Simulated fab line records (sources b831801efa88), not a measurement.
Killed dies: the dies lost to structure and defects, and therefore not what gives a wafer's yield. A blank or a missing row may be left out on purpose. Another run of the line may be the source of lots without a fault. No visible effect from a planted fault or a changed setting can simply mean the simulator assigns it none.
Matching of chambers / flow sky130 / SKY_CONTACT_CMP_04 on cmp-02 has 4 sister chambers
The step polishes SiO2. 8 wafers are shown with their chamber, then 12 later ones without.

== EACH WAFER AND ITS CHAMBER ==
wafer=L084.5; chamber=0; motorCurrentA (A)=10.6; timeToEndpointS (s)=81
wafer=L084.6; chamber=1; motorCurrentA (A)=14.4; timeToEndpointS (s)=80
wafer=L087.3; chamber=3; motorCurrentA (A)=12.2; timeToEndpointS (s)=79
wafer=L087.4; chamber=2; motorCurrentA (A)=13.2; timeToEndpointS (s)=79
wafer=L087.6; chamber=1; motorCurrentA (A)=14.1; timeToEndpointS (s)=85
wafer=L089.4; chamber=0; motorCurrentA (A)=10.6; timeToEndpointS (s)=81
wafer=L089.5; chamber=3; motorCurrentA (A)=12.3; timeToEndpointS (s)=82
wafer=L089.6; chamber=2; motorCurrentA (A)=13.8; timeToEndpointS (s)=83

== WAFERS WITHOUT THEIR CHAMBER ==
wafer=L090.1; motorCurrentA (A)=14.2; timeToEndpointS (s)=87
wafer=L090.5; motorCurrentA (A)=10.2; timeToEndpointS (s)=89
wafer=L090.6; motorCurrentA (A)=12.4; timeToEndpointS (s)=85
wafer=L093.1; motorCurrentA (A)=12.6; timeToEndpointS (s)=79
wafer=L093.4; motorCurrentA (A)=10.7; timeToEndpointS (s)=81
wafer=L093.6; motorCurrentA (A)=14.9; timeToEndpointS (s)=85
wafer=L092.1; motorCurrentA (A)=14.1; timeToEndpointS (s)=78
wafer=L092.4; motorCurrentA (A)=14.5; timeToEndpointS (s)=80
wafer=L092.5; motorCurrentA (A)=10.5; timeToEndpointS (s)=84
wafer=L096.1; motorCurrentA (A)=10.2; timeToEndpointS (s)=82
wafer=L096.2; motorCurrentA (A)=12.1; timeToEndpointS (s)=80
wafer=L096.3; motorCurrentA (A)=14.6; timeToEndpointS (s)=78

== WHICH CHAMBER EACH ONE RAN IN ==
wafer=L090.1; from the rows above=can't be placed: 1 or 2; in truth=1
wafer=L090.5; from the rows above=0; in truth=0
wafer=L090.6; from the rows above=3; in truth=3
wafer=L093.1; from the rows above=3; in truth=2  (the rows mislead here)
wafer=L093.4; from the rows above=0; in truth=0
wafer=L093.6; from the rows above=1; in truth=1
wafer=L092.1; from the rows above=can't be placed: 1 or 2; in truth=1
wafer=L092.4; from the rows above=1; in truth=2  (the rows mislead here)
wafer=L092.5; from the rows above=0; in truth=0
wafer=L096.1; from the rows above=0; in truth=0
wafer=L096.2; from the rows above=3; in truth=3
wafer=L096.3; from the rows above=1; in truth=1
Correct placement for 8 of the 12. Not placeable from these rows: 2 (in 2, the candidates include the true chamber). Placed wrongly: 2.
How it was worked out, from the rows above alone: a wafer's distance from a chamber is the root of the sum, over the readings, of the square of ((its reading less the chamber's mean) divided by the reading's scatter). If the next closest chamber is less than 2 further off than the closest, the wafer can't be placed; otherwise it belongs to the closest. A chamber's mean is the mean of its shown wafers. How the scatter is found: for the shown wafers, subtract from each reading the mean of its chamber, square and add these, divide the total by (wafers less chambers), then take the root.
